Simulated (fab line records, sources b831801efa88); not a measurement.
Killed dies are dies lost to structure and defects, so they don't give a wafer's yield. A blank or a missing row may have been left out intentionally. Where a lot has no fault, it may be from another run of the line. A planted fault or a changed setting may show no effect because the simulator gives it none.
A single fault, viewed from 2 desks :: flow sky130 :: numbers are kept per desk, each desk with only its own; the story behind them comes last

THE TOOL OWNER'S DESK: litho_track-03
The tool's own readings at SKY_GATE_OXIDE_DEVELOP_09 (develop time 60 s): means of the sampled wafers that have a number, for each lot that ran on this tool. If a lot's mean is further than 4 standard deviations from the usual mean, the lot is out of limits and carries the mark OUT (the distance appears in the brackets).
Columns: A = chill_plate_temp_C at SKY_GATE_OXIDE_DEVELOP_09, usual 22.99 C; B = developer_temp_C at SKY_GATE_OXIDE_DEVELOP_09, usual 23.01 C; C = resist_line_temp_C at SKY_GATE_OXIDE_DEVELOP_09, usual 23.00 C
lot: L136
first seen here: day 14 04:37
A: 22.91
B: 23.13
C: 22.95

lot: L140
first seen here: day 15 03:44
A: 22.99
B: 22.99
C: 22.78

lot: L141
first seen here: day 16 02:08
A: 23.19
B: 23.15
C: 23.01

lot: L151
first seen here: day 19 07:28
A: 22.91
B: 22.18 (-8.6) OUT
C: 23.12

lot: L153
first seen here: day 19 15:02
A: 23.04
B: 22.08 (-9.7) OUT
C: 23.03
Finding of this desk: L151, L153 out of limits; the first was L151 at day 19 07:28, on developer_temp_C at SKY_GATE_OXIDE_DEVELOP_09. L136, L140, L141: within limits.

METROLOGY DESK
What the gauges read for every lot (on any tool): the sampled wafers with a number, averaged. If a lot's mean is further than 4 standard deviations from the usual mean, the lot is out of limits and carries the mark OUT (the distance appears in the brackets).
Columns: A = VT_ADJUST_PCH_OVL at SKY_VT_ADJUST_PCH_OVL_MEAS_07, usual -0.3 nm; B = SONOS_ONO_OVL at SKY_SONOS_ONO_OVL_MEAS_14, usual -0.9 nm
lot: L136
first seen here: day 10 19:44
A: -0.4
B: -1.5

lot: L137
first seen here: day 10 20:26
A: 1.1
B: 0.8

lot: L138
first seen here: day 11 01:46
A: 0.3
B: -1.4

lot: L139
first seen here: day 11 06:43
A: -0.7
B: -2.4

lot: L140
first seen here: day 11 13:01
A: -0.4
B: -0.0

lot: L141
first seen here: day 12 04:26
A: -1.1
B: -0.6

lot: L142
first seen here: day 12 13:38
A: -2.2
B: -1.5

lot: L151
first seen here: day 15 04:13
A: -0.1
B: -2.1

lot: L153
first seen here: day 15 14:20
A: 0.1
B: 1.0

lot: L155
first seen here: day 16 06:55
A: 0.0
B: 0.1

lot: L157
first seen here: day 16 20:09
A: 3.2
B: -1.9

lot: L158
first seen here: day 17 04:34
A: -1.7
B: -0.6
Result from this desk: across the 12 lots, nothing is out of limits.

BROUGHT TOGETHER
An alarm could have come from the tool owner's desk at day 19 07:28, on L151, L153.
At the metrology desk, nothing out of limits was observed.
The metrology desk holds a record of L151, L153, inside its limits.
Of the lots named, all ran SKY_GATE_OXIDE_DEVELOP_09 on litho_track-03.

WHAT WAS PUT IN BY THE SIMULATOR
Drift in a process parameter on litho_track-03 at SKY_GATE_OXIDE_DEVELOP_09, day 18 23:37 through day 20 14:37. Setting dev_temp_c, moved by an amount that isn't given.
Struck lots among those shown: L151, L153.
How many hours passed from the start of the fault until each desk's first out-of-limits reading: the tool owner's desk, 8.
